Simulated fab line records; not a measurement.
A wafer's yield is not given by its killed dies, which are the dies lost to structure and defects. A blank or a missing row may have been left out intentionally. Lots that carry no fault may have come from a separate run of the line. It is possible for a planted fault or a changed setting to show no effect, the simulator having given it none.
Which of the tools did it? -- flow sky130 -- Sampling: 24 lots, 72 wafers, 4 of 708 route steps

WHAT THE GAUGES SHOWED, per wafer
SKY_FIELD_ISO_BOW_MEAS_00. Usual: INCOMING_BOW 1 um, standard deviation 6.9.
lot,measured,on,INCOMING_BOW (um),flag
L074,day 1 10:01,film-metro-03,2 -5 11,
L075,day 1 15:00,film-metro-01,8 -5 10,
L076,day 1 20:00,film-metro-02,-4 2 -1,
L077,day 2 01:02,film-metro-03,2 -12 -10,
L078,day 2 06:00,film-metro-03,6 8 1,
L079,day 2 11:00,film-metro-03,4 3 -10,
L080,day 2 16:00,film-metro-01,3 3 5,
L081,day 2 21:00,film-metro-02,7 -7 -9,
L082,day 3 02:00,film-metro-03,0 3 -4,
L083,day 3 07:00,film-metro-02,9 -3 -5,
L084,day 3 12:02,film-metro-01,-5 2 1,
L085,day 3 17:02,film-metro-01,1 -15 9,
L086,day 3 22:00,film-metro-01,-3 -12 -9,
L087,day 4 03:01,film-metro-02,9 -5 -4,
L088,day 4 08:00,film-metro-03,1 -1 2,
L089,day 4 13:00,film-metro-02,-7 8 -5,
L090,day 4 18:01,film-metro-02,3 -4 6,
L091,day 4 23:00,film-metro-01,1 2 10,
L092,day 5 04:01,film-metro-03,5 12 0,
L093,day 5 09:00,film-metro-03,2 5 -2,
L094,day 5 14:01,film-metro-01,-5 -10 7,
L095,day 5 19:00,film-metro-03,4 3 7,
L096,day 6 00:00,film-metro-02,11 5 7,
L097,day 6 05:00,film-metro-01,4 1 -7,

SKY_VIA3_CD_MEAS_12: target cd 200 nm. Usual: cd-nm 200.1 nm, standard deviation 1.3.
lot,measured,on,cd-nm (nm),flag
L074,day 39 13:34,cd-sem-02,199.0 198.4 197.8,
L075,day 39 16:29,cd-sem-02,200.8 199.0 199.7,
L076,day 39 17:25,cd-sem-02,201.2 199.8 200.0,
L077,day 40 14:45,cd-sem-01,200.2 202.7 201.5,
L078,day 41 06:58,cd-sem-01,199.0 198.4 198.8,
L079,day 41 03:21,cd-sem-02,200.3 201.2 200.9,
L080,day 43 11:44,cd-sem-01,202.7 202.3 203.3,
L081,day 43 15:25,cd-sem-02,199.1 199.5 199.1,
L082,day 43 11:23,cd-sem-02,200.3 198.7 199.5,
L083,day 43 17:19,cd-sem-02,200.7 201.2 199.4,
L084,day 43 13:56,cd-sem-01,201.1 200.6 200.9,
L085,day 43 16:23,cd-sem-01,201.7 201.1 201.2,
L086,day 43 18:58,cd-sem-02,200.0 201.1 199.9,
L087,day 43 18:20,cd-sem-02,201.1 200.3 198.8,
L088,day 43 19:14,cd-sem-01,201.2 199.9 201.6,
L089,day 43 19:19,cd-sem-02,198.7 199.4 199.0,
L090,day 44 06:17,cd-sem-02,199.8 198.5 199.1,
L091,day 44 06:56,cd-sem-01,198.4 198.4 199.8,
L092,day 44 08:49,cd-sem-02,197.9 196.4 195.7,
L093,day 44 20:34,cd-sem-01,200.0 199.5 200.5,
L094,day 44 21:50,cd-sem-01,200.1 198.9 199.8,
L095,day 45 03:47,cd-sem-02,200.0 200.5 200.4,
L096,day 46 10:55,cd-sem-01,198.8 198.9 199.0,
L097,day 46 11:52,cd-sem-02,201.5 200.1 200.9,

WHICH TOOL RAN EACH LOT (tool, then ch and the chambers of the sampled wafers, then the start)
lot,SKY_VIA1_CMP_02,SKY_METAL3_SPUTTER_02
L074,"cmp-02 ch 1,2,3, day 32 18:53","pvd-sputter-01, day 36 05:38"
L075,"cmp-01 ch 0,1,2, day 32 19:43","pvd-sputter-01, day 36 07:47"
L076,"cmp-02 ch 2,3, day 32 22:08","pvd-sputter-03, day 36 10:08"
L077,"cmp-01 ch 1,2,3, day 33 21:05","pvd-sputter-03, day 37 08:00"
L078,"cmp-02 ch 0,2, day 34 12:23","pvd-sputter-01, day 38 01:23"
L079,"cmp-02 ch 0,1,2, day 34 11:32","pvd-sputter-04, day 37 23:11"
L080,"cmp-01 ch 0,3, day 37 02:11","pvd-sputter-04, day 40 11:54"
L081,"cmp-02 ch 1,2,3, day 37 05:21","pvd-sputter-04, day 40 14:26"
L082,"cmp-02 ch 1,2,3, day 37 01:13","pvd-sputter-01, day 40 11:23"
L083,"cmp-01 ch 0,2,3, day 37 07:11","pvd-sputter-01, day 40 16:19"
L084,"cmp-02 ch 0,2, day 37 02:24","pvd-sputter-04, day 40 12:53"
L085,"cmp-01 ch 1,2,3, day 37 05:56","pvd-sputter-03, day 40 15:25"
L086,"cmp-02 ch 0,1,2, day 37 07:10","pvd-sputter-01, day 40 17:13"
L087,"cmp-01 ch 0,2,3, day 37 06:17","pvd-sputter-04, day 40 16:55"
L088,"cmp-01 ch 0,1,2, day 37 07:26","pvd-sputter-03, day 40 17:49"
L089,"cmp-01 ch 1,2,3, day 37 07:50","pvd-sputter-04, day 40 18:07"
L090,"cmp-02 ch 1,2,3, day 37 21:57","pvd-sputter-04, day 41 06:08"
L091,"cmp-02 ch 1,3, day 37 23:04","pvd-sputter-03, day 41 07:32"
L092,"cmp-01 ch 0,3, day 38 03:20","pvd-sputter-03, day 41 11:07"
L093,"cmp-02 ch 0,1,3, day 38 16:31","pvd-sputter-03, day 41 22:15"
L094,"cmp-01 ch 0,2,3, day 38 17:32","pvd-sputter-03, day 42 00:09"
L095,"cmp-02 ch 1,2, day 38 23:25","pvd-sputter-03, day 42 04:35"
L096,"cmp-02 ch 0,2,3, day 40 12:56","pvd-sputter-01, day 43 16:29"
L097,"cmp-01 ch 1,2,3, day 40 13:12","pvd-sputter-03, day 43 16:33"
- SKY_VIA1_CMP_02: polishes SiO2.
- SKY_METAL3_SPUTTER_02: material AlCu, target thk 735 nm, time 39.1 s.

WHAT THE TOOLS THEMSELVES READ (means of the sampled wafers that have a number; where no wafer has one, the mark that the record gives instead)
SKY_VIA1_CMP_02. Usual: motor-current-A 11.6 A, standard deviation 0.74.
lot,tool,motor-current-A (A),flag
L074,cmp-02,11.2,
L075,cmp-01,11.9,
L076,cmp-02,11.1,
L077,cmp-01,12.0,
L078,cmp-02,11.6,
L079,cmp-02,11.8,
L080,cmp-01,12.1,
L081,cmp-02,10.8,
L082,cmp-02,10.9,
L083,cmp-01,11.6,
L084,cmp-02,11.0,
L085,cmp-01,12.0,
L086,cmp-02,11.3,
L087,cmp-01,11.6,
L088,cmp-01,12.2,
L089,cmp-01,12.2,
L090,cmp-02,11.0,
L091,cmp-02,11.0,
L092,cmp-01,11.4,
L093,cmp-02,12.0,
L094,cmp-01,11.5,
L095,cmp-02,11.0,
L096,cmp-02,11.3,
L097,cmp-01,11.8,

SKY_METAL3_SPUTTER_02. Usual: throttle-valve-pct 30.5 %, standard deviation 0.9.
lot,tool,throttle-valve-pct (%),flag
L074,pvd-sputter-01,29.8,
L075,pvd-sputter-01,30.5,
L076,pvd-sputter-03,29.7,
L077,pvd-sputter-03,30.3,
L078,pvd-sputter-01,30.4,
L079,pvd-sputter-04,30.4,
L080,pvd-sputter-04,30.5,
L081,pvd-sputter-04,30.3,
L082,pvd-sputter-01,30.5,
L083,pvd-sputter-01,29.8,
L084,pvd-sputter-04,31.2,
L085,pvd-sputter-03,30.6,
L086,pvd-sputter-01,30.4,
L087,pvd-sputter-04,29.9,
L088,pvd-sputter-03,31.2,
L089,pvd-sputter-04,30.5,
L090,pvd-sputter-04,30.3,
L091,pvd-sputter-03,29.9,
L092,pvd-sputter-03,31.3,
L093,pvd-sputter-03,30.7,
L094,pvd-sputter-03,30.7,
L095,pvd-sputter-03,31.0,
L096,pvd-sputter-01,29.8,
L097,pvd-sputter-03,30.9,

THE ANSWER, worked out from the rows above alone
Rule: lot off if the mean of its wafers having a number is beyond 3 standard deviations from the usual mean. A lot without any number at a reading at which 4 lots or more have one is off too. Any other lot the step has rows for is counted as sound. Order of review: gauges by route order, followed by the tools' own readings, for which a lot's mean as printed above is used. At the first step where some lot is off, the reading lying furthest off is the one used; lots without a number count as furthest.
Nothing can be told from this: no lot is off at any reading shown.

WHAT WAS PUT IN BY THE SIMULATOR
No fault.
